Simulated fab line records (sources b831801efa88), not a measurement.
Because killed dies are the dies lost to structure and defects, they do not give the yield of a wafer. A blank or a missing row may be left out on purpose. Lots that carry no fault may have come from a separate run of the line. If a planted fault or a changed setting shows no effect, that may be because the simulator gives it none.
The tool behind it: which one?    flow gf180mcu    36 wafers from 12 lots sampled at 5 of the route's 602 steps

## WHAT EACH GAUGE READ, for each wafer
GF_PSD_RS_MEAS_14: measurement is done with a four-point probe.
lot   measured      on             NSD_RS (ohm/sq)
L802  day 14 04:17  film-metro-01  46.19 46.26 46.32
L803  day 14 10:09  film-metro-01  46.22 46.12 46.14
L806  day 15 15:17  film-metro-01  46.14 46.09 46.08
L807  day 15 19:31  film-metro-02  47.18 47.19 47.08 47.13 47.21 47.11
L809  day 16 17:23  film-metro-01  47.05 47.13 47.18 47.08 47.14 47.15
L810  day 17 01:49  film-metro-04  46.27 46.18 46.24
L816  day 19 11:34  film-metro-04  46.25 46.11 46.20
L817  day 19 18:31  film-metro-04  45.98 46.16 46.19
L821  day 21 03:29  film-metro-02  46.16 46.04 46.14
L823  day 21 11:55  film-metro-02  46.08 46.13 46.13
L824  day 22 01:13  film-metro-04  46.12 46.18 46.07
L825  day 22 08:13  film-metro-02  46.12 46.12 46.00

GF_PSD_RS_MEAS_15: measurement is done with a four-point probe.
lot   measured      on             PSD_RS (ohm/sq)
L802  day 14 04:24  film-metro-01  108.67 108.65 108.74
L803  day 14 10:16  film-metro-01  109.06 108.99 108.66
L806  day 15 15:25  film-metro-01  108.30 108.63 108.26
L807  day 16 02:14  film-metro-02  111.15 111.06 111.42 111.20 111.30 111.54
L809  day 16 18:38  film-metro-01  111.19 111.14 111.39 111.22 111.39 111.23
L810  day 17 01:56  film-metro-04  108.90 108.98 108.77
L816  day 19 11:41  film-metro-04  108.99 108.85 108.76
L817  day 19 18:38  film-metro-04  108.48 108.84 108.84
L821  day 21 03:36  film-metro-02  108.80 108.60 108.72
L823  day 21 12:02  film-metro-02  108.74 108.48 108.82
L824  day 22 01:20  film-metro-04  108.12 108.19 108.62
L825  day 22 08:20  film-metro-02  108.19 108.47 108.36

GF_SAB_THK_MEAS_01.
lot   measured      on             SAB_CVD_00_THK (nm)
L802  day 14 04:32  film-metro-03  49.9 50.2 50.7
L803  day 14 10:25  film-metro-02  49.6 49.9 50.4
L806  day 15 15:32  film-metro-02  49.3 50.8 51.0
L807  day 16 05:42  film-metro-03  49.4 50.0 50.2
L809  day 16 20:49  film-metro-03  50.1 50.0 50.3
L810  day 17 02:04  film-metro-04  49.5 49.6 50.0
L816  day 19 11:49  film-metro-03  49.7 50.0 49.9
L817  day 19 18:47  film-metro-02  49.6 50.5 50.9
L821  day 21 03:44  film-metro-04  49.4 48.8 50.1
L823  day 21 12:11  film-metro-03  49.0 49.6 50.0
L824  day 22 01:29  film-metro-04  50.0 49.9 51.1
L825  day 22 08:26  film-metro-04  49.7 50.4 50.2

GF_CONTACT_THK_MEAS_03.
lot   measured      on             CONTACT_CVD_02_THK (nm)
L802  day 15 02:46  film-metro-03  854 849 870
L803  day 15 07:58  film-metro-02  840 851 858
L806  day 16 14:53  film-metro-01  869 872 890
L807  day 16 19:19  film-metro-03  851 861 873
L809  day 17 17:11  film-metro-01  846 861 878
L810  day 18 02:35  film-metro-02  858 867 887
L816  day 20 13:19  film-metro-03  853 866 854
L817  day 21 00:08  film-metro-01  836 866 849
L821  day 22 04:53  film-metro-01  861 860 875
L823  day 22 12:48  film-metro-02  853 850 866
L824  day 23 01:41  film-metro-01  842 848 843
L825  day 23 09:09  film-metro-03  872 862 863

## WHAT TOOL EACH LOT RAN ON (gives the tool, then ch and the chambers of the sampled wafers, and finally the start)
lot   GF_PSD_RTA_13
L802  rtp-anneal-02 ch 0, day 14 04:11
L803  rtp-anneal-01 ch 0, day 14 10:04
L806  rtp-anneal-01 ch 0, day 15 15:11
L807  rtp-anneal-01 ch 0, day 15 19:26
L809  rtp-anneal-01 ch 0, day 16 17:18
L810  rtp-anneal-02 ch 0, day 17 01:44
L816  rtp-anneal-01 ch 0, day 19 11:29
L817  rtp-anneal-01 ch 0, day 19 18:26
L821  rtp-anneal-02 ch 0, day 21 03:23
L823  rtp-anneal-02 ch 0, day 21 11:50
L824  rtp-anneal-01 ch 0, day 22 01:08
L825  rtp-anneal-01 ch 0, day 22 08:07
- GF_PSD_RTA_13: time 20 s.

## WHAT THE TOOLS THEMSELVES READ (means of the sampled wafers that have a number; where no wafer has one, the mark that the record gives instead)
GF_PSD_RTA_13.
lot   tool           chamber-o2-ppm  lamp-power-pct (%)  run-length-s (s)  wafer_temp_C_max
L802  rtp-anneal-02  2.013           31.2                48.68             1033
L803  rtp-anneal-01  2.025           33.3                49.00             1028
L806  rtp-anneal-01  1.990           33.3                49.33             1028
L807  rtp-anneal-01  2.007           33.2                45.10             1027
L809  rtp-anneal-01  2.004           33.2                45.07             1027
L810  rtp-anneal-02  1.964           31.3                48.52             1034
L816  rtp-anneal-01  1.975           33.3                49.09             1027
L817  rtp-anneal-01  1.988           33.3                49.15             1028
L821  rtp-anneal-02  1.998           31.3                48.57             1033
L823  rtp-anneal-02  1.987           31.3                48.58             1033
L824  rtp-anneal-01  1.992           33.3                48.92             1028
L825  rtp-anneal-01  1.988           33.3                48.94             1028

## THE ANSWER, worked out from the rows above alone
Rule: usual is defined by the lots themselves. Put in order of their means at a reading, lots are off if they are a third of the lots or fewer, leave a main group of 4 or more, and stand apart from it by a gap of 3 or more times the standard deviation of the main group's means; of several such gaps the widest counts. The tables above print the reading to a certain number of digits; a main group whose means all agree to those digits is not used. A lot without any number at a reading at which 4 lots or more have one is off too. Where the step has rows for the other lots, those lots are counted as sound. The gauges are gone through in route order, then the tools' own readings, and for those a lot's mean is taken as printed above. The first step at which some lot is off is used, and at that step the reading that is off furthest; a lot without a number counts as furthest.
Off: L807, L809, seen at GF_PSD_RS_MEAS_14 (NSD_RS). Main group: mean 46.15 ohm/sq, sd 0.056.
A tool fits if, at a process step before that reading, it ran every lot that is off, and no sound lot after the first of them. The gauges at GF_PSD_RS_MEAS_14 aren't tried: what is off there is off at GF_PSD_RTA_13 too, on other tools, and a gauge's error can't cause that. No candidate that was tried fits.

## WHAT WAS PUT IN BY THE SIMULATOR
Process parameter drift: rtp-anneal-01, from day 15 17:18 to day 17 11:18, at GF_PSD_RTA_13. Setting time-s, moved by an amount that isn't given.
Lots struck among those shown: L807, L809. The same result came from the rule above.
